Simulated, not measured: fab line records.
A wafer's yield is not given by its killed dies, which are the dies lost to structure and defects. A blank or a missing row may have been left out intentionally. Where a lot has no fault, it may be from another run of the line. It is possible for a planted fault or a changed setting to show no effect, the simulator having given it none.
A single fault, viewed from 2 desks    flow gf180mcu    only its own numbers are on each desk; what lay behind them is given at the end

== AT THE METROLOGY DESK ==
Lot by lot, what the gauges showed, no matter which tool ran the lot: averages of those sampled wafers that carry a number. A lot is out of limits, marked OUT, if its mean lies more than 4 standard deviations from the usual mean; the brackets give that distance.
Columns: A = cd_nm at GF_V4_CD_MEAS_14, usual 259.9 nm; B = V4_OVL at GF_V4_OVL_MEAS_15, usual -2 nm
lot   first seen here  A      B
L765  day 24 11:16     258.7  -6
L774  day 27 08:16     259.6  -2
L775  day 27 15:37     258.1  -5
L777  day 28 13:14     261.5  -9
L781  day 29 18:58     261.8  -7
L786  day 31 03:51     259.7  1
L787  day 31 06:50     261.1  -5
This desk found nothing out of limits on any of the 7 lots.

== TOOL OWNER'S DESK, pvd_sputter-04 ==
The tool's own readings at GF_V4_SPUTTER_21 (material Ti, target thk 15 nm, time 80.02 s): means of the sampled wafers that have a number, for each lot that ran on this tool. A lot is out of limits, marked OUT, if its mean lies more than 4 standard deviations from the usual mean; the brackets give that distance.
Columns: A = throttle_valve_pct at GF_V4_SPUTTER_21, usual 30.2 %
lot   first seen here  A
L765  day 24 12:05     30.2
L774  day 27 09:04     30.4
L775  day 27 16:25     30.5
L777  day 28 14:03     30.3
This desk found nothing out of limits on any of the 4 lots.

== PUT TOGETHER ==
The metrology desk saw nothing out of limits.
Nothing out of limits was seen by the tool owner's desk.

== WHAT WAS PUT IN BY THE SIMULATOR ==
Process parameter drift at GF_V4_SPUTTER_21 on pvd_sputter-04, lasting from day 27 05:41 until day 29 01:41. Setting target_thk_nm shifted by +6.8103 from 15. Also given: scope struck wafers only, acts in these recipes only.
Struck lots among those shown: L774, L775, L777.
